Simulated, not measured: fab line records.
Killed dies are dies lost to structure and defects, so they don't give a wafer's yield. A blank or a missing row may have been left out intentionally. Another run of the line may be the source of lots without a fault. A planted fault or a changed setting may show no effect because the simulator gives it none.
The tool behind it: which one? || flow sky130 || Sampling: 15 lots, 45 wafers, 2 of 708 route steps

WHAT THE GAUGES READ, wafer by wafer
Not one reading of a measure or inspect step in the record can be checked against a usual standard deviation.

TOOL THAT RAN EACH LOT (tool first, then ch and the chambers of the sampled wafers, then the start)
{"lot": "L236", "SKY_FIELD_ISO_ETCH_17": "rie_si-02 ch 0,1, day 2 05:45", "SKY_PAD_OPEN_PROBE_99": "-"}
{"lot": "L238", "SKY_FIELD_ISO_ETCH_17": "rie_si-02 ch 0,2,3, day 2 16:09", "SKY_PAD_OPEN_PROBE_99": "-"}
{"lot": "L239", "SKY_FIELD_ISO_ETCH_17": "rie_si-01 ch 0,1,3, day 2 22:37", "SKY_PAD_OPEN_PROBE_99": "-"}
{"lot": "L240", "SKY_FIELD_ISO_ETCH_17": "rie_si-02 ch 1,2,3, day 3 02:52", "SKY_PAD_OPEN_PROBE_99": "prober-01, day 47 05:55"}
{"lot": "L241", "SKY_FIELD_ISO_ETCH_17": "rie_si-02 ch 2,3, day 3 07:34", "SKY_PAD_OPEN_PROBE_99": "-"}
{"lot": "L242", "SKY_FIELD_ISO_ETCH_17": "rie_si-02 ch 0,3, day 3 16:36", "SKY_PAD_OPEN_PROBE_99": "prober-02, day 47 16:34"}
{"lot": "L243", "SKY_FIELD_ISO_ETCH_17": "rie_si-01 ch 2,3, day 3 17:13", "SKY_PAD_OPEN_PROBE_99": "-"}
{"lot": "L244", "SKY_FIELD_ISO_ETCH_17": "rie_si-02 ch 0,1,3, day 4 01:21", "SKY_PAD_OPEN_PROBE_99": "-"}
{"lot": "L245", "SKY_FIELD_ISO_ETCH_17": "rie_si-01 ch 0,1,2, day 4 05:00", "SKY_PAD_OPEN_PROBE_99": "-"}
{"lot": "L247", "SKY_FIELD_ISO_ETCH_17": "rie_si-02 ch 0,1, day 4 15:13", "SKY_PAD_OPEN_PROBE_99": "-"}
{"lot": "L248", "SKY_FIELD_ISO_ETCH_17": "rie_si-01 ch 0,1,3, day 4 18:46", "SKY_PAD_OPEN_PROBE_99": "-"}
{"lot": "L252", "SKY_FIELD_ISO_ETCH_17": "rie_si-02 ch 0,1, day 5 17:09", "SKY_PAD_OPEN_PROBE_99": "prober-01, day 49 17:28"}
{"lot": "L253", "SKY_FIELD_ISO_ETCH_17": "rie_si-01 ch 1,2,3, day 5 21:58", "SKY_PAD_OPEN_PROBE_99": "-"}
{"lot": "L255", "SKY_FIELD_ISO_ETCH_17": "rie_si-02 ch 0,1,3, day 6 08:57", "SKY_PAD_OPEN_PROBE_99": "prober-01, day 50 06:46"}
{"lot": "L257", "SKY_FIELD_ISO_ETCH_17": "rie_si-02 ch 0,1,2, day 6 19:31", "SKY_PAD_OPEN_PROBE_99": "prober-02, day 50 14:31"}
- SKY_FIELD_ISO_ETCH_17: etches Si in HBr/Cl2/O2, target depth 342 nm, time 97.7 s.
- SKY_PAD_OPEN_PROBE_99

AS READ BY THE TOOLS THEMSELVES (means over the sampled wafers that have a number; for cases with no such wafer, the mark the record gives instead)
SKY_FIELD_ISO_ETCH_17. Usual: HBr_flow_sccm 150.0 sccm, standard deviation 0.42; O2_flow_sccm 5.998 sccm, standard deviation 0.018; drypump_motor_current_A 5.5 A, standard deviation 0.38; oes_product_au 1.000 a.u., standard deviation 0.01; throttle_valve_pct 25.658 %, standard deviation 0.012.
{"lot": "L236", "tool": "rie_si-02", "HBr_flow_sccm (sccm)": 149.8, "O2_flow_sccm (sccm)": 5.983, "drypump_motor_current_A (A)": 5.4, "oes_product_au (a.u.)": 0.993, "throttle_valve_pct (%)": 25.662, "flag": ""}
{"lot": "L238", "tool": "rie_si-02", "HBr_flow_sccm (sccm)": 150.3, "O2_flow_sccm (sccm)": 6.001, "drypump_motor_current_A (A)": 5.7, "oes_product_au (a.u.)": 0.985, "throttle_valve_pct (%)": 25.660, "flag": ""}
{"lot": "L239", "tool": "rie_si-01", "HBr_flow_sccm (sccm)": 149.9, "O2_flow_sccm (sccm)": 5.997, "drypump_motor_current_A (A)": 5.3, "oes_product_au (a.u.)": 0.988, "throttle_valve_pct (%)": 25.666, "flag": ""}
{"lot": "L240", "tool": "rie_si-02", "HBr_flow_sccm (sccm)": 149.6, "O2_flow_sccm (sccm)": 6.002, "drypump_motor_current_A (A)": 5.5, "oes_product_au (a.u.)": 0.994, "throttle_valve_pct (%)": 25.663, "flag": ""}
{"lot": "L241", "tool": "rie_si-02", "HBr_flow_sccm (sccm)": 150.2, "O2_flow_sccm (sccm)": 5.995, "drypump_motor_current_A (A)": 5.9, "oes_product_au (a.u.)": 0.993, "throttle_valve_pct (%)": 25.656, "flag": ""}
{"lot": "L242", "tool": "rie_si-02", "HBr_flow_sccm (sccm)": 149.9, "O2_flow_sccm (sccm)": 6.010, "drypump_motor_current_A (A)": 5.9, "oes_product_au (a.u.)": 0.999, "throttle_valve_pct (%)": 25.662, "flag": ""}
{"lot": "L243", "tool": "rie_si-01", "HBr_flow_sccm (sccm)": 150.4, "O2_flow_sccm (sccm)": 6.010, "drypump_motor_current_A (A)": 5.8, "oes_product_au (a.u.)": 1.001, "throttle_valve_pct (%)": 25.655, "flag": ""}
{"lot": "L244", "tool": "rie_si-02", "HBr_flow_sccm (sccm)": 149.9, "O2_flow_sccm (sccm)": 5.990, "drypump_motor_current_A (A)": 5.5, "oes_product_au (a.u.)": 0.993, "throttle_valve_pct (%)": 25.665, "flag": ""}
{"lot": "L245", "tool": "rie_si-01", "HBr_flow_sccm (sccm)": 150.2, "O2_flow_sccm (sccm)": 5.988, "drypump_motor_current_A (A)": 5.6, "oes_product_au (a.u.)": 1.002, "throttle_valve_pct (%)": 25.644, "flag": ""}
{"lot": "L247", "tool": "rie_si-02", "HBr_flow_sccm (sccm)": 150.3, "O2_flow_sccm (sccm)": 5.984, "drypump_motor_current_A (A)": 5.4, "oes_product_au (a.u.)": 0.990, "throttle_valve_pct (%)": 25.650, "flag": ""}
{"lot": "L248", "tool": "rie_si-01", "HBr_flow_sccm (sccm)": 150.0, "O2_flow_sccm (sccm)": 5.989, "drypump_motor_current_A (A)": 5.3, "oes_product_au (a.u.)": 1.002, "throttle_valve_pct (%)": 25.660, "flag": ""}
{"lot": "L252", "tool": "rie_si-02", "HBr_flow_sccm (sccm)": 150.4, "O2_flow_sccm (sccm)": 6.008, "drypump_motor_current_A (A)": 5.2, "oes_product_au (a.u.)": 0.992, "throttle_valve_pct (%)": 25.664, "flag": ""}
{"lot": "L253", "tool": "rie_si-01", "HBr_flow_sccm (sccm)": 150.2, "O2_flow_sccm (sccm)": 6.003, "drypump_motor_current_A (A)": 5.6, "oes_product_au (a.u.)": 1.001, "throttle_valve_pct (%)": 25.650, "flag": ""}
{"lot": "L255", "tool": "rie_si-02", "HBr_flow_sccm (sccm)": 149.9, "O2_flow_sccm (sccm)": 5.995, "drypump_motor_current_A (A)": 5.5, "oes_product_au (a.u.)": 1.002, "throttle_valve_pct (%)": 25.659, "flag": ""}
{"lot": "L257", "tool": "rie_si-02", "HBr_flow_sccm (sccm)": 150.3, "O2_flow_sccm (sccm)": 6.009, "drypump_motor_current_A (A)": 5.4, "oes_product_au (a.u.)": 1.009, "throttle_valve_pct (%)": 25.653, "flag": ""}

SKY_PAD_OPEN_PROBE_99. Usual: killed_at_M0_to_M3 43, standard deviation 7.3; killed_at_M4_up 3.6, standard deviation 1.9; killed_at_contacts 23, standard deviation 5.3; killed_at_front_end 15, standard deviation 4.5; killed_at_other 0.3, standard deviation 0.72; killed_dies 85, standard deviation 9.4; killed_open 46, standard deviation 6.7; killed_short 38, standard deviation 6.8.
{"lot": "L240", "tool": "prober-01", "killed_at_M0_to_M3": 48, "killed_at_M4_up": 3.3, "killed_at_contacts": 23, "killed_at_front_end": 14, "killed_at_other": 0.0, "killed_dies": 88, "killed_open": 49, "killed_short": 38, "flag": ""}
{"lot": "L242", "tool": "prober-02", "killed_at_M0_to_M3": 47, "killed_at_M4_up": 3.0, "killed_at_contacts": 33, "killed_at_front_end": 14, "killed_at_other": 0.3, "killed_dies": 98, "killed_open": 53, "killed_short": 45, "flag": ""}
{"lot": "L252", "tool": "prober-01", "killed_at_M0_to_M3": 33, "killed_at_M4_up": 3.0, "killed_at_contacts": 20, "killed_at_front_end": 63, "killed_at_other": 0.0, "killed_dies": 119, "killed_open": 41, "killed_short": 31, "flag": "OFF"}
{"lot": "L255", "tool": "prober-01", "killed_at_M0_to_M3": 41, "killed_at_M4_up": 3.0, "killed_at_contacts": 18, "killed_at_front_end": 55, "killed_at_other": 0.3, "killed_dies": 117, "killed_open": 38, "killed_short": 41, "flag": "OFF"}
{"lot": "L257", "tool": "prober-02", "killed_at_M0_to_M3": 38, "killed_at_M4_up": 3.3, "killed_at_contacts": 16, "killed_at_front_end": 63, "killed_at_other": 0.0, "killed_dies": 121, "killed_open": 36, "killed_short": 37, "flag": "OFF"}

THE ANSWER, worked out from the rows above alone
Rule: take the mean of a lot's wafers that have a number; if it is more than 3 standard deviations from the usual mean, the lot is off. A lot without any number at a reading at which 4 lots or more have one is off too. The other lots that the step has rows for count as sound. The gauges are gone through in route order, then the tools' own readings, and for those a lot's mean is taken as printed above. The first step at which some lot is off is used, and at that step the reading that is off furthest; a lot without a number counts as furthest.
Off: L252, L255, L257 (SKY_PAD_OPEN_PROBE_99, killed_at_front_end). Neither off nor sound, because the step has no rows for them: L236, L238, L239, L241, L243, L244, L245, L247, L248, L253.
If a tool, at that step or one of the process steps before it, ran each lot that is off and ran no sound lot following the first of them, it fits. One fits: rie_si-02 at SKY_FIELD_ISO_ETCH_17. A fault onset in the window from L242 (day 3 16:36, its last sound lot) to L252 (day 5 17:09, its first lot off) fits.
The tool's own readings at SKY_FIELD_ISO_ETCH_17 bear it out: on the lots that are off they differ by more than 5 times the standard deviation of the sound lots' means. throttle_valve_pct reads 25.659 % there against 25.663 % on the sound lots.

WHAT THE SIMULATOR PUT IN
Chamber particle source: rie_si-02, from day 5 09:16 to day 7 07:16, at SKY_FIELD_ISO_ETCH_17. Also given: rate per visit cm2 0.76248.
Struck lots among those shown: L252, L255, L257. Same finding as the rule above.
